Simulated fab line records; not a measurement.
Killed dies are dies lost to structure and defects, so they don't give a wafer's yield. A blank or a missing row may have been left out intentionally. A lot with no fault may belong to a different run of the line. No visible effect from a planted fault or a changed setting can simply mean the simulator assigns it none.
Which tool is to blame? / flow sfq_line / 21 wafers from 7 lots sampled at 4 of the route's 325 steps

== WHAT THE GAUGES SHOWED, per wafer ==
SFQ_M8_BOW_MEAS_951.
lot=L318; measured=day 83 23:57; on=film_metro-04; M8_BOW (um)=-4 12 -8
lot=L323; measured=day 89 14:13; on=film_metro-04; M8_BOW (um)=4 1 12
lot=L325; measured=day 89 17:50; on=film_metro-01; M8_BOW (um)=17 21 18
lot=L329; measured=day 90 05:50; on=film_metro-02; M8_BOW (um)=-3 20 11
lot=L332; measured=day 91 11:20; on=film_metro-04; M8_BOW (um)=19 26 11
lot=L334; measured=day 91 15:08; on=film_metro-01; M8_BOW (um)=14 12 29
lot=L340; measured=day 91 23:22; on=film_metro-02; M8_BOW (um)=-2 -3 9

== WHICH TOOL RAN EACH LOT (tool, then ch and the chambers of the sampled wafers, then the start) ==
lot=L318; SFQ_TRILAYER_L0_VIA_BARC_OPEN_VIA_ETCH_021=rie_diel-02 ch 1,2,3, day 7 06:22; SFQ_TRILAYER_M3_STRIP_STRIP_079=rie_metal-01 ch 0,1, day 46 23:26; SFQ_TRILAYER_R5_DEP_SPUTTER_133=pvd_sputter-03, day 65 06:26
lot=L323; SFQ_TRILAYER_L0_VIA_BARC_OPEN_VIA_ETCH_021=rie_diel-01 ch 1,3, day 8 17:50; SFQ_TRILAYER_M3_STRIP_STRIP_079=rie_metal-04 ch 0,1, day 50 03:18; SFQ_TRILAYER_R5_DEP_SPUTTER_133=pvd_sputter-03, day 67 21:26
lot=L325; SFQ_TRILAYER_L0_VIA_BARC_OPEN_VIA_ETCH_021=rie_diel-01 ch 1,2,3, day 9 02:14; SFQ_TRILAYER_M3_STRIP_STRIP_079=rie_metal-02 ch 0,1, day 50 13:19; SFQ_TRILAYER_R5_DEP_SPUTTER_133=pvd_sputter-04, day 68 00:26
lot=L329; SFQ_TRILAYER_L0_VIA_BARC_OPEN_VIA_ETCH_021=rie_diel-03 ch 0,2,3, day 9 20:14; SFQ_TRILAYER_M3_STRIP_STRIP_079=rie_metal-02 ch 0, day 51 18:31; SFQ_TRILAYER_R5_DEP_SPUTTER_133=pvd_sputter-05, day 68 15:29
lot=L332; SFQ_TRILAYER_L0_VIA_BARC_OPEN_VIA_ETCH_021=rie_diel-03 ch 1,2,3, day 11 13:02; SFQ_TRILAYER_M3_STRIP_STRIP_079=rie_metal-04 ch 0, day 53 04:55; SFQ_TRILAYER_R5_DEP_SPUTTER_133=pvd_sputter-04, day 69 08:55
lot=L334; SFQ_TRILAYER_L0_VIA_BARC_OPEN_VIA_ETCH_021=rie_diel-02 ch 1,2, day 12 02:14; SFQ_TRILAYER_M3_STRIP_STRIP_079=rie_metal-02 ch 0, day 54 02:30; SFQ_TRILAYER_R5_DEP_SPUTTER_133=pvd_sputter-03, day 70 15:22
lot=L340; SFQ_TRILAYER_L0_VIA_BARC_OPEN_VIA_ETCH_021=rie_diel-03 ch 0,2,3, day 14 09:13; SFQ_TRILAYER_M3_STRIP_STRIP_079=rie_metal-02 ch 0,1, day 57 09:31; SFQ_TRILAYER_R5_DEP_SPUTTER_133=pvd_sputter-04, day 71 01:50
- SFQ_TRILAYER_L0_VIA_BARC_OPEN_VIA_ETCH_021: etches BARC in O2, target depth 125 nm, time 41.7 s.
- SFQ_TRILAYER_M3_STRIP_STRIP_079: strips in O2.
- SFQ_TRILAYER_R5_DEP_SPUTTER_133: material MoNx, target thk 40 nm, time 66.7 s.

== THE ANSWER, worked out from the rows above alone ==
Rule: the lots themselves supply what counts as usual. Put in order of their means at a reading, lots are off if they are a third of the lots or fewer, leave a main group of 4 or more, and stand apart from it by a gap of 3 or more times the standard deviation of the main group's means; of several such gaps the widest counts. A main group whose means are all the same, to the digits that the tables above print for the reading, isn't used. A lot without any number at a reading at which 4 lots or more have one is off too. Any other lot the step has rows for is counted as sound.
Nothing can be told from this: no lot is off at any reading shown.

== WHAT THE SIMULATOR HAD PUT IN ==
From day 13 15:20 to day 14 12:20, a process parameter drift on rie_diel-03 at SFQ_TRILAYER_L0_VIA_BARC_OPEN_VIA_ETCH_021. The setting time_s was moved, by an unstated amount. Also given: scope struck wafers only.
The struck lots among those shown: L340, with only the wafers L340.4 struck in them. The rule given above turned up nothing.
